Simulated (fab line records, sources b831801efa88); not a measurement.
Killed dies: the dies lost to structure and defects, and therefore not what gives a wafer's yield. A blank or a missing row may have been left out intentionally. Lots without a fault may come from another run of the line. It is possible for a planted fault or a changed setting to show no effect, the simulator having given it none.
What tool caused it? -- flow sky130 -- Sampling: 6 lots, 18 wafers, 3 of 708 route steps

## WHAT EACH GAUGE READ, for each wafer
SKY_VIA2_CD_MEAS_12: the cd target is 200 nm.
lot,measured,on,cd nm (nm)
L897,day 38 06:27,cd sem-02,203.0 203.9 202.0
L898,day 38 15:58,cd sem-01,198.7 200.3 197.9
L900,day 39 06:10,cd sem-01,201.9 202.9 203.1
L904,day 40 19:10,cd sem-01,199.9 199.6 199.7
L915,day 43 14:54,cd sem-01,201.7 201.3 200.9
L918,day 44 03:25,cd sem-01,200.3 201.5 201.5

## WHAT TOOL EACH LOT RAN ON (gives the tool, then ch and the chambers of the sampled wafers, and finally the start)
lot,SKY_LOCAL_INTERCONNECT_ETCH_13,SKY_CONTACT_ETCH_16
L897,"rie metal-04 ch 0,1, day 32 06:01","rie diel-02 ch 0,1, day 33 13:51"
L898,"rie metal-02 ch 0,1, day 32 16:46","rie diel-02 ch 1,2, day 33 22:58"
L900,"rie metal-02 ch 0,1, day 33 10:18","rie diel-02 ch 0,2,3, day 34 14:42"
L904,"rie metal-03 ch 0,1, day 35 01:40","rie diel-04 ch 0,3, day 36 05:25"
L915,"rie metal-03 ch 0,1, day 38 03:49","rie diel-02 ch 0,3, day 39 06:45"
L918,"rie metal-03 ch 0,1, day 38 19:04","rie diel-01 ch 0,2,3, day 39 21:45"
- SKY_LOCAL_INTERCONNECT_ETCH_13: etches BARC in N2/H2, stops on SiO2, time 45.9 s, target depth 60 nm.
- SKY_CONTACT_ETCH_16: etches BARC in N2/H2, stops on SiO2, time 45.9 s, target depth 60 nm.

## THE ANSWER, worked out from the rows above alone
Rule: what is usual is taken from the lots themselves. Put in order of their means at a reading, lots are off if they are a third of the lots or fewer, leave a main group of 4 or more, and stand apart from it by a gap of 3 or more times the standard deviation of the main group's means; of several such gaps the widest counts. A main group whose means are all the same, to the digits that the tables above print for the reading, isn't used. A lot without any number at a reading at which 4 lots or more have one is off too. The other lots that the step has rows for count as sound.
No lot is off on any of the readings shown, so nothing can be concluded from this.

## WHAT WAS PUT IN BY THE SIMULATOR
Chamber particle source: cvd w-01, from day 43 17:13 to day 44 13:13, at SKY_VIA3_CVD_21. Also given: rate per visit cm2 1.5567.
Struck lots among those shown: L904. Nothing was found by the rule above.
